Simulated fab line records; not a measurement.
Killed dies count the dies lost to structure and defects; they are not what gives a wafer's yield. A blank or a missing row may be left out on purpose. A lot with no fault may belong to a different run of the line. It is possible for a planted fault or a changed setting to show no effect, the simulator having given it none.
fab line records :: flow gf180mcu :: part 2 of 2: steps 29 to 38 of 38
[record]
  lots = 5
  wafers = 15
  lastDay = 33
route steps=602 shown V1@348 M2@362 V2@382
lots untouched by any fault: they come from a run of this same line in which no faults occurred
startH: start of the lot's first displayed wafer, in hours after the record's first day :: waitH: time in hours since the lot's previous step :: " repeats the value in the row above :: L1.1+2: one row covering several wafers at once :: - either no value or no given start :: * or withheld: withheld :: < > ~ a bound
route shown NAME@n: NAME is a module with steps in the file, n the number in the route of the first one :: usual: the fault-free wafers' mean and standard deviation :: same: alike in all rows :: chamber/n: place in a boat :: sites: per-site readings :: _std_site: the values' standard deviation :: _edge_site: the outer-site mean with the inner-site mean subtracted :: radiusMm: for every site, how far away it sits from the centre of the wafer :: mask NAME#n: copy n :: behind: the last tool/chamber to shape the wafer :: hold: the reason the lot was held/the length of the hold in hours/how it ended :: device: names the non-switching transistor (n, p or np) :: end of line: at the end of the route, the tests of the same wafers :: for a step that has no rows: nothing shown but its recipe :: killed: the dies lost at the first sort to structure and to defects; this is not the yield of the wafer :: map: dies across one wafer; x = killed, . = not, _ = none there
set.NAME: the run value of the setting; set.NAME@STEP: its run value at that earlier step :: model.NAME: the simulator's own value behind a step, which no gauge read
certain route steps with their lots: each step a table, each wafer a row
services: from which hour (startH, from the record's first day; less than 0 if before it) a tool's chamber was out of use, for how many hours, and why
[[steps]]
[step GF_M2_CD_MEAS_14]
[recipe]
  targetCdNm = 280
[usual]
  cdNm = 280.1/1.2
lot.wafer: L077.4
tool: cdSem-01
chamber: -
startH: 464.57
waitH: 0.1
cdNm: 278.2

lot.wafer: L077.5
tool: cdSem-01
chamber: -
startH: 464.57
waitH: 0.1
cdNm: 278.4

lot.wafer: L077.6
tool: cdSem-01
chamber: -
startH: 464.57
waitH: 0.1
cdNm: 277.9

lot.wafer: L079.2
tool: cdSem-02
chamber: -
startH: 485.13
waitH: 0.1
cdNm: 279.4

lot.wafer: L079.3
tool: cdSem-02
chamber: -
startH: 485.13
waitH: 0.1
cdNm: 278.9

lot.wafer: L079.4
tool: cdSem-02
chamber: -
startH: 485.13
waitH: 0.1
cdNm: 278.3

lot.wafer: L081.2
tool: cdSem-01
chamber: -
startH: 498.08
waitH: 0.1
cdNm: 281.5

lot.wafer: L081.3
tool: cdSem-01
chamber: -
startH: 498.08
waitH: 0.1
cdNm: 281.7

lot.wafer: L081.5
tool: cdSem-01
chamber: -
startH: 498.08
waitH: 0.1
cdNm: 280.8

lot.wafer: L084.1
tool: cdSem-01
chamber: -
startH: 527.96
waitH: 0.1
cdNm: 279.2

lot.wafer: L084.4
tool: cdSem-01
chamber: -
startH: 527.96
waitH: 0.1
cdNm: 279.1

lot.wafer: L084.6
tool: cdSem-01
chamber: -
startH: 527.96
waitH: 0.1
cdNm: 279.0

lot.wafer: L092.2
tool: cdSem-01
chamber: -
startH: 589.18
waitH: 0.1
cdNm: 279.2

lot.wafer: L092.3
tool: cdSem-01
chamber: -
startH: 589.18
waitH: 0.1
cdNm: 279.4

lot.wafer: L092.4
tool: cdSem-01
chamber: -
startH: 589.18
waitH: 0.1
cdNm: 279.4
[step GF_M2_OVL_MEAS_15]
[usual]
  M2_OVL = 2/5.2
lot.wafer: L077.4
tool: overlay-01
chamber: -
startH: 464.65
waitH: 0.1
M2_OVL[nm]: 6

lot.wafer: L077.5
tool: overlay-01
chamber: -
startH: 464.65
waitH: 0.1
M2_OVL[nm]: 1

lot.wafer: L077.6
tool: overlay-01
chamber: -
startH: 464.65
waitH: 0.1
M2_OVL[nm]: -3

lot.wafer: L079.2
tool: overlay-02
chamber: -
startH: 485.24
waitH: 0.1
M2_OVL[nm]: 3

lot.wafer: L079.3
tool: overlay-02
chamber: -
startH: 485.24
waitH: 0.1
M2_OVL[nm]: -1

lot.wafer: L079.4
tool: overlay-02
chamber: -
startH: 485.24
waitH: 0.1
M2_OVL[nm]: 3

lot.wafer: L081.2
tool: overlay-02
chamber: -
startH: 498.19
waitH: 0.1
M2_OVL[nm]: 1

lot.wafer: L081.3
tool: overlay-02
chamber: -
startH: 498.19
waitH: 0.1
M2_OVL[nm]: 4

lot.wafer: L081.5
tool: overlay-02
chamber: -
startH: 498.19
waitH: 0.1
M2_OVL[nm]: -1

lot.wafer: L084.1
tool: overlay-02
chamber: -
startH: 528.08
waitH: 0.1
M2_OVL[nm]: -5

lot.wafer: L084.4
tool: overlay-02
chamber: -
startH: 528.08
waitH: 0.1
M2_OVL[nm]: -1

lot.wafer: L084.6
tool: overlay-02
chamber: -
startH: 528.08
waitH: 0.1
M2_OVL[nm]: -5

lot.wafer: L092.2
tool: overlay-02
chamber: -
startH: 589.28
waitH: 0.1
M2_OVL[nm]: 0

lot.wafer: L092.3
tool: overlay-02
chamber: -
startH: 589.28
waitH: 0.1
M2_OVL[nm]: 3

lot.wafer: L092.4
tool: overlay-02
chamber: -
startH: 589.28
waitH: 0.1
M2_OVL[nm]: -1
[step GF_M2_METAL_ETCH_16]
[recipe]
  chemistry = Cl2/BCl3
  maskMaterial = KrF
  targetDepthNm = 750.8
  stopOn = SiO2
  pressureMtorr = 8
  icpW = 800
  biasW = 140
  Cl2_flow_sccm = 80
  bcl3FlowSccm = 40
  timeS = 125.1
[usual]
  chamberPressureMTorr = 8.000/0.007
  drypumpMotorCurrentA = 5.6/0.38
  oesProductAu = 0.990/0.005
  throttleValvePct = 28.230/0.0099
lot.wafer: L077.4
tool: rieMetal-01
chamber: 1
startH: 464.71
waitH: 0.1
chamberPressureMTorr: 8.010
drypumpMotorCurrentA: 4.9
oesProductAu: 0.996
rfHoursCounterH: -
throttleValvePct: 28.235

lot.wafer: L077.5
tool: rieMetal-01
chamber: 0
startH: 464.71
waitH: 0.1
chamberPressureMTorr: 7.998
drypumpMotorCurrentA: 5.6
oesProductAu: 0.994
rfHoursCounterH: -
throttleValvePct: 28.220

lot.wafer: L077.6
tool: rieMetal-01
chamber: 1
startH: 464.71
waitH: 0.1
chamberPressureMTorr: 7.989
drypumpMotorCurrentA: 4.9
oesProductAu: 0.989
rfHoursCounterH: -
throttleValvePct: 28.226

lot.wafer: L079.2
tool: rieMetal-04
chamber: 0
startH: 485.27
waitH: 0.0
chamberPressureMTorr: 8.011
drypumpMotorCurrentA: 5.6
oesProductAu: 0.990
rfHoursCounterH: 3
throttleValvePct: 28.213

lot.wafer: L079.3
tool: rieMetal-04
chamber: 0
startH: 485.27
waitH: 0.0
chamberPressureMTorr: 8.013
drypumpMotorCurrentA: 5.6
oesProductAu: 0.997
rfHoursCounterH: -
throttleValvePct: 28.225

lot.wafer: L079.4
tool: rieMetal-04
chamber: 1
startH: 485.27
waitH: 0.0
chamberPressureMTorr: 8.001
drypumpMotorCurrentA: 6.3
oesProductAu: 0.990
rfHoursCounterH: -
throttleValvePct: 28.229

lot.wafer: L081.2
tool: rieMetal-01
chamber: 0
startH: 498.22
waitH: 0.0
chamberPressureMTorr: 8.008
drypumpMotorCurrentA: 5.6
oesProductAu: 0.990
rfHoursCounterH: 10
throttleValvePct: 28.221

lot.wafer: L081.3
tool: rieMetal-01
chamber: 1
startH: 498.22
waitH: 0.0
chamberPressureMTorr: 7.999
drypumpMotorCurrentA: 4.9
oesProductAu: 0.997
rfHoursCounterH: -
throttleValvePct: 28.217

lot.wafer: L081.5
tool: rieMetal-01
chamber: 1
startH: 498.22
waitH: 0.0
chamberPressureMTorr: 8.000
drypumpMotorCurrentA: 4.9
oesProductAu: 0.985
rfHoursCounterH: -
throttleValvePct: 28.239

lot.wafer: L084.1
tool: rieMetal-01
chamber: 1
startH: 528.12
waitH: 0.0
chamberPressureMTorr: 7.998
drypumpMotorCurrentA: 4.9
oesProductAu: 0.990
rfHoursCounterH: 0
throttleValvePct: 28.220

lot.wafer: L084.4
tool: rieMetal-01
chamber: 1
startH: 528.12
waitH: 0.0
chamberPressureMTorr: 7.999
drypumpMotorCurrentA: 4.9
oesProductAu: 0.992
rfHoursCounterH: -
throttleValvePct: 28.223

lot.wafer: L084.6
tool: rieMetal-01
chamber: 0
startH: 528.12
waitH: 0.0
chamberPressureMTorr: 8.000
drypumpMotorCurrentA: 5.6
oesProductAu: 0.987
rfHoursCounterH: -
throttleValvePct: 28.244

lot.wafer: L092.2
tool: rieMetal-04
chamber: 0
startH: 589.31
waitH: 0.0
chamberPressureMTorr: 7.997
drypumpMotorCurrentA: 5.6
oesProductAu: 0.985
rfHoursCounterH: 6
throttleValvePct: 28.219

lot.wafer: L092.3
tool: rieMetal-04
chamber: 1
startH: 589.31
waitH: 0.0
chamberPressureMTorr: 7.999
drypumpMotorCurrentA: 6.3
oesProductAu: 0.989
rfHoursCounterH: -
throttleValvePct: 28.223

lot.wafer: L092.4
tool: rieMetal-04
chamber: 0
startH: 589.31
waitH: 0.0
chamberPressureMTorr: 8.011
drypumpMotorCurrentA: 5.5
oesProductAu: 0.992
rfHoursCounterH: -
throttleValvePct: 28.222
[step GF_M2_STRIP_17]
[recipe]
  chemistry = O2/N2
  powerW = 1400
  pressureMtorr = 1500
  platenTempC = 250
  o2FlowSccm = 3000
  n2FlowSccm = 300
  overashFraction = 0.5
[usual]
  chamberPressureMTorr = 1499.9/1.2
  drypumpMotorCurrentA = 5.8/0.33
  heaterPowerW = 335/16
  n2FlowSccm = 300.0/0.89
  oesProductAu = 0.537/0.0047
  stripTimeToEndpointS = 7.38/0.037
lot.wafer: L077.4
tool: plasmaAsher-03
chamber: 0
startH: 464.83
waitH: 0.1
chamberPressureMTorr: 1498.5
drypumpMotorCurrentA: 5.8
heaterPowerW: 322
n2FlowSccm: 299.9
oesProductAu: 0.538
rfHoursCounterH: -
stripTimeToEndpointS: 7.34

lot.wafer: L077.5
tool: plasmaAsher-03
chamber: 0
startH: 464.83
waitH: 0.1
chamberPressureMTorr: 1500.3
drypumpMotorCurrentA: 5.7
heaterPowerW: 325
n2FlowSccm: 299.4
oesProductAu: 0.528
rfHoursCounterH: -
stripTimeToEndpointS: 7.27

lot.wafer: L077.6
tool: plasmaAsher-03
chamber: 1
startH: 464.83
waitH: 0.1
chamberPressureMTorr: 1500.1
drypumpMotorCurrentA: 5.4
heaterPowerW: 330
n2FlowSccm: 299.9
oesProductAu: 0.540
rfHoursCounterH: -
stripTimeToEndpointS: 7.35

lot.wafer: L079.2
tool: plasmaAsher-02
chamber: 0
startH: 485.40
waitH: 0.1
chamberPressureMTorr: 1499.9
drypumpMotorCurrentA: 6.3
heaterPowerW: 334
n2FlowSccm: 299.7
oesProductAu: 0.540
rfHoursCounterH: 37
stripTimeToEndpointS: 7.40

lot.wafer: L079.3
tool: plasmaAsher-02
chamber: 0
startH: 485.40
waitH: 0.1
chamberPressureMTorr: 1499.4
drypumpMotorCurrentA: 6.4
heaterPowerW: 322
n2FlowSccm: 299.4
oesProductAu: 0.543
rfHoursCounterH: -
stripTimeToEndpointS: 7.43

lot.wafer: L079.4
tool: plasmaAsher-02
chamber: 1
startH: 485.40
waitH: 0.1
chamberPressureMTorr: 1498.3
drypumpMotorCurrentA: 5.7
heaterPowerW: 341
n2FlowSccm: 298.8
oesProductAu: 0.536
rfHoursCounterH: -
stripTimeToEndpointS: 7.44

lot.wafer: L081.2
tool: plasmaAsher-03
chamber: 1
startH: 498.35
waitH: 0.1
chamberPressureMTorr: 1497.3
drypumpMotorCurrentA: 5.4
heaterPowerW: 333
n2FlowSccm: 301.5
oesProductAu: 0.537
rfHoursCounterH: 66
stripTimeToEndpointS: 7.36

lot.wafer: L081.3
tool: plasmaAsher-03
chamber: 0
startH: 498.35
waitH: 0.1
chamberPressureMTorr: 1500.5
drypumpMotorCurrentA: 5.7
heaterPowerW: 327
n2FlowSccm: 299.6
oesProductAu: 0.536
rfHoursCounterH: -
stripTimeToEndpointS: 7.39

lot.wafer: L081.5
tool: plasmaAsher-03
chamber: 1
startH: 498.35
waitH: 0.1
chamberPressureMTorr: 1500.5
drypumpMotorCurrentA: 5.3
heaterPowerW: 340
n2FlowSccm: 299.7
oesProductAu: 0.535
rfHoursCounterH: -
stripTimeToEndpointS: 7.39

lot.wafer: L084.1
tool: plasmaAsher-03
chamber: 1
startH: 528.25
waitH: 0.1
chamberPressureMTorr: 1501.1
drypumpMotorCurrentA: 5.3
heaterPowerW: 335
n2FlowSccm: 300.4
oesProductAu: 0.535
rfHoursCounterH: 70
stripTimeToEndpointS: 7.30

lot.wafer: L084.4
tool: plasmaAsher-03
chamber: 0
startH: 528.25
waitH: 0.1
chamberPressureMTorr: 1500.9
drypumpMotorCurrentA: 5.8
heaterPowerW: 333
n2FlowSccm: 299.2
oesProductAu: 0.533
rfHoursCounterH: -
stripTimeToEndpointS: 7.31

lot.wafer: L084.6
tool: plasmaAsher-03
chamber: 0
startH: 528.25
waitH: 0.1
chamberPressureMTorr: 1498.9
drypumpMotorCurrentA: 5.8
heaterPowerW: 330
n2FlowSccm: 299.5
oesProductAu: 0.533
rfHoursCounterH: -
stripTimeToEndpointS: 7.32

lot.wafer: L092.2
tool: plasmaAsher-03
chamber: 0
startH: 589.44
waitH: 0.1
chamberPressureMTorr: 1500.8
drypumpMotorCurrentA: 5.8
heaterPowerW: 322
n2FlowSccm: 300.0
oesProductAu: 0.528
rfHoursCounterH: 76
stripTimeToEndpointS: 7.32

lot.wafer: L092.3
tool: plasmaAsher-03
chamber: 1
startH: 589.44
waitH: 0.1
chamberPressureMTorr: 1498.9
drypumpMotorCurrentA: 5.3
heaterPowerW: 336
n2FlowSccm: 301.4
oesProductAu: 0.531
rfHoursCounterH: -
stripTimeToEndpointS: 7.37

lot.wafer: L092.4
tool: plasmaAsher-03
chamber: 0
startH: 589.44
waitH: 0.1
chamberPressureMTorr: 1500.6
drypumpMotorCurrentA: 5.8
heaterPowerW: 325
n2FlowSccm: 299.3
oesProductAu: 0.531
rfHoursCounterH: -
stripTimeToEndpointS: 7.35
[step GF_M2_STRIP_18]
[recipe]
  chemistry = postEtchResidueRemover
  timeS = 1200
  tempC = 72.5
lot.wafer: L077.4+5+6
tool: wetBench-01
chamber: 1
startH: 464.89
waitH: 0.0

lot.wafer: L079.2+3+4
tool: wetBench-01
chamber: 2
startH: 485.50
waitH: 0.1

lot.wafer: L081.2+3+5
tool: wetBench-02
chamber: 0
startH: 498.45
waitH: 0.1

lot.wafer: L084.1+4+6
tool: wetBench-04
chamber: 2
startH: 528.35
waitH: 0.1

lot.wafer: L092.2+3+4
tool: wetBench-01
chamber: 0
startH: 589.54
waitH: 0.1
[step GF_M2_CLEAN_19]
[recipe]
  chemistry = DIW
  dry = n2Spin
lot.wafer: L077.4+5+6
tool: wetBench-02
chamber: 0
startH: 465.23
waitH: 0.0

lot.wafer: L079.2+3+4
tool: wetBench-02
chamber: 1
startH: 485.84
waitH: 0.0

lot.wafer: L081.2+3+5
tool: wetBench-04
chamber: 3
startH: 498.79
waitH: 0.0

lot.wafer: L084.1+4+6
tool: wetBench-02
chamber: 0
startH: 528.72
waitH: 0.0

lot.wafer: L092.2+3+4
tool: wetBench-04
chamber: 1
startH: 589.88
waitH: 0.0
[step GF_V2_CVD_00]
[recipe]
  material = SiO2
  targetThkNm = 600
  sigmaOpenFrac = 0.3
  tempC = 400
  timeS = 100
  sih4FlowSccm = 60
  pressureMtorr = 6
lot.wafer: L077.4+5+6
tool: hdpcvd-02
chamber: 0,2,1
startH: 465.36
waitH: 0.0

lot.wafer: L079.2+3+4
tool: hdpcvd-02
chamber: 1,0,0
startH: 485.93
waitH: 0.0

lot.wafer: L081.2+3+5
tool: hdpcvd-01
chamber: 0,2,0
startH: 498.88
waitH: 0.0

lot.wafer: L084.1+4+6
tool: hdpcvd-01
chamber: 1,1,0
startH: 528.82
waitH: 0.0

lot.wafer: L092.2+3+4
tool: hdpcvd-01
chamber: 2,1,0
startH: 589.98
waitH: 0.0
[step GF_V2_THK_MEAS_01]
[recipe]
  reads = SiO2_of_V2_CVD_00
[usual]
  V2_CVD_00_THK = 601/5.6
lot.wafer: L077.4
tool: filmMetro-04
chamber: -
startH: 465.43
waitH: 0.0
V2_CVD_00_THK[nm]: 611

lot.wafer: L077.5
tool: filmMetro-04
chamber: -
startH: 465.43
waitH: 0.0
V2_CVD_00_THK[nm]: 611

lot.wafer: L077.6
tool: filmMetro-04
chamber: -
startH: 465.43
waitH: 0.0
V2_CVD_00_THK[nm]: 610

lot.wafer: L079.2
tool: filmMetro-01
chamber: -
startH: 486.01
waitH: 0.0
V2_CVD_00_THK[nm]: 594

lot.wafer: L079.3
tool: filmMetro-01
chamber: -
startH: 486.01
waitH: 0.0
V2_CVD_00_THK[nm]: 603

lot.wafer: L079.4
tool: filmMetro-01
chamber: -
startH: 486.01
waitH: 0.0
V2_CVD_00_THK[nm]: 606

lot.wafer: L081.2
tool: filmMetro-02
chamber: -
startH: 498.96
waitH: 0.0
V2_CVD_00_THK[nm]: 592

lot.wafer: L081.3
tool: filmMetro-02
chamber: -
startH: 498.96
waitH: 0.0
V2_CVD_00_THK[nm]: 601

lot.wafer: L081.5
tool: filmMetro-02
chamber: -
startH: 498.96
waitH: 0.0
V2_CVD_00_THK[nm]: 597

lot.wafer: L084.1
tool: filmMetro-01
chamber: -
startH: 528.89
waitH: 0.0
V2_CVD_00_THK[nm]: 600

lot.wafer: L084.4
tool: filmMetro-01
chamber: -
startH: 528.89
waitH: 0.0
V2_CVD_00_THK[nm]: 602

lot.wafer: L084.6
tool: filmMetro-01
chamber: -
startH: 528.89
waitH: 0.0
V2_CVD_00_THK[nm]: 599

lot.wafer: L092.2
tool: filmMetro-04
chamber: -
startH: 590.06
waitH: 0.0
V2_CVD_00_THK[nm]: 598

lot.wafer: L092.3
tool: filmMetro-04
chamber: -
startH: 590.06
waitH: 0.0
V2_CVD_00_THK[nm]: 607

lot.wafer: L092.4
tool: filmMetro-04
chamber: -
startH: 590.06
waitH: 0.0
V2_CVD_00_THK[nm]: 606
[step GF_V2_CVD_02]
[recipe]
  material = SiO2
  targetThkNm = 850
  precursor = TEOS
  tempC = 400
  timeS = 94.851
  rfW = 600
[usual]
  heaterPowerW = 703/94
lot.wafer: L077.4
tool: pecvd-04
chamber: 1
startH: 465.49
waitH: 0.1
heaterPowerW: 803

lot.wafer: L077.5
tool: pecvd-04
chamber: 2
startH: 465.49
waitH: 0.1
heaterPowerW: 824

lot.wafer: L077.6
tool: pecvd-04
chamber: 0
startH: 465.49
waitH: 0.1
heaterPowerW: 690

lot.wafer: L079.2
tool: pecvd-04
chamber: 0
startH: 486.06
waitH: 0.0
heaterPowerW: 652

lot.wafer: L079.3
tool: pecvd-04
chamber: 1
startH: 486.06
waitH: 0.0
heaterPowerW: 722

lot.wafer: L079.4
tool: pecvd-04
chamber: 2
startH: 486.06
waitH: 0.0
heaterPowerW: 846

lot.wafer: L081.2
tool: pecvd-03
chamber: 2
startH: 499.01
waitH: 0.0
heaterPowerW: 745

lot.wafer: L081.3
tool: pecvd-03
chamber: 1
startH: 499.01
waitH: 0.0
heaterPowerW: 620

lot.wafer: L081.5
tool: pecvd-03
chamber: 2
startH: 499.01
waitH: 0.0
heaterPowerW: 684

lot.wafer: L084.1
tool: pecvd-04
chamber: 1
startH: 528.95
waitH: 0.1
heaterPowerW: 792

lot.wafer: L084.4
tool: pecvd-04
chamber: 2
startH: 528.95
waitH: 0.1
heaterPowerW: 867

lot.wafer: L084.6
tool: pecvd-04
chamber: 1
startH: 528.95
waitH: 0.1
heaterPowerW: 713

lot.wafer: L092.2
tool: pecvd-02
chamber: 2
startH: 590.11
waitH: 0.0
heaterPowerW: 713

lot.wafer: L092.3
tool: pecvd-02
chamber: 0
startH: 590.11
waitH: 0.0
heaterPowerW: 739

lot.wafer: L092.4
tool: pecvd-02
chamber: 0
startH: 590.11
waitH: 0.0
heaterPowerW: 754
[step GF_V2_THK_MEAS_03]
[recipe]
  reads = SiO2_of_V2_CVD_02
[usual]
  V2_CVD_02_THK = 850/9.8
lot.wafer: L077.4
tool: filmMetro-01
chamber: -
startH: 465.56
waitH: 0.0
V2_CVD_02_THK[nm]: 857

lot.wafer: L077.5
tool: filmMetro-01
chamber: -
startH: 465.56
waitH: 0.0
V2_CVD_02_THK[nm]: 857

lot.wafer: L077.6
tool: filmMetro-01
chamber: -
startH: 465.56
waitH: 0.0
V2_CVD_02_THK[nm]: 854

lot.wafer: L079.2
tool: filmMetro-01
chamber: -
startH: 486.14
waitH: 0.0
V2_CVD_02_THK[nm]: 842

lot.wafer: L079.3
tool: filmMetro-01
chamber: -
startH: 486.14
waitH: 0.0
V2_CVD_02_THK[nm]: 845

lot.wafer: L079.4
tool: filmMetro-01
chamber: -
startH: 486.14
waitH: 0.0
V2_CVD_02_THK[nm]: 860

lot.wafer: L081.2
tool: filmMetro-01
chamber: -
startH: 499.13
waitH: 0.1
V2_CVD_02_THK[nm]: 845

lot.wafer: L081.3
tool: filmMetro-01
chamber: -
startH: 499.13
waitH: 0.1
V2_CVD_02_THK[nm]: 855

lot.wafer: L081.5
tool: filmMetro-01
chamber: -
startH: 499.13
waitH: 0.1
V2_CVD_02_THK[nm]: 837

lot.wafer: L084.1
tool: filmMetro-02
chamber: -
startH: 529.05
waitH: 0.1
V2_CVD_02_THK[nm]: 845

lot.wafer: L084.4
tool: filmMetro-02
chamber: -
startH: 529.05
waitH: 0.1
V2_CVD_02_THK[nm]: 845

lot.wafer: L084.6
tool: filmMetro-02
chamber: -
startH: 529.05
waitH: 0.1
V2_CVD_02_THK[nm]: 848

lot.wafer: L092.2
tool: filmMetro-02
chamber: -
startH: 590.19
waitH: 0.0
V2_CVD_02_THK[nm]: 839

lot.wafer: L092.3
tool: filmMetro-02
chamber: -
startH: 590.19
waitH: 0.0
V2_CVD_02_THK[nm]: 846

lot.wafer: L092.4
tool: filmMetro-02
chamber: -
startH: 590.19
waitH: 0.0
V2_CVD_02_THK[nm]: 860
[[services]]
tool: cmp-02
chamber: -
startH: 414.46
hours: 1.9
kind: repair

tool: krfScanner-01
chamber: -
startH: 420.79
hours: 1.3
kind: pm

tool: cmp-01
chamber: -
startH: 422.42
hours: 1.6
kind: repair

tool: krfScanner-01
chamber: -
startH: 432.90
hours: 0.4
kind: repair

tool: rieDiel-01
chamber: 1
startH: 434.84
hours: 7.8
kind: repair

tool: krfScanner-01
chamber: -
startH: 437.32
hours: 2.8
kind: repair

tool: pvdSputter-04
chamber: -
startH: 440.78
hours: 1.9
kind: repair

tool: rieDiel-03
chamber: 2
startH: 441.77
hours: 3.4
kind: repair

tool: krfScanner-01
chamber: -
startH: 480.60
hours: 0.8
kind: pm

tool: pvdSputter-02
chamber: -
startH: 511.06
hours: 2.5
kind: repair

tool: cmp-01
chamber: -
startH: 516.02
hours: 5.0
kind: repair

tool: pecvd-04
chamber: 0
startH: 520.70
hours: 12.5
kind: repair

tool: rieDiel-01
chamber: 3
startH: 523.11
hours: 1.6
kind: repair

tool: pvdSputter-01
chamber: -
startH: 528.52
hours: 4.2
kind: repair

tool: cmp-01
chamber: -
startH: 529.64
hours: 1.5
kind: repair

tool: cvdW-02
chamber: -
startH: 530.55
hours: 0.7
kind: repair

tool: rieDiel-02
chamber: 0
startH: 533.32
hours: 11.6
kind: repair

tool: rieDiel-02
chamber: 3
startH: 534.65
hours: 7.4
kind: repair

tool: rieDiel-02
chamber: 2
startH: 537.57
hours: 2.0
kind: repair

tool: hdpcvd-01
chamber: -
startH: 539.25
hours: 15.0
kind: pm

tool: krfScanner-01
chamber: -
startH: 560.67
hours: 1.0
kind: pm

tool: rieDiel-01
chamber: 0
startH: 572.73
hours: 14.5
kind: repair

tool: pecvd-04
chamber: 0
startH: 579.45
hours: 5.1
kind: repair

tool: rieDiel-02
chamber: 3
startH: 581.49
hours: 2.7
kind: repair
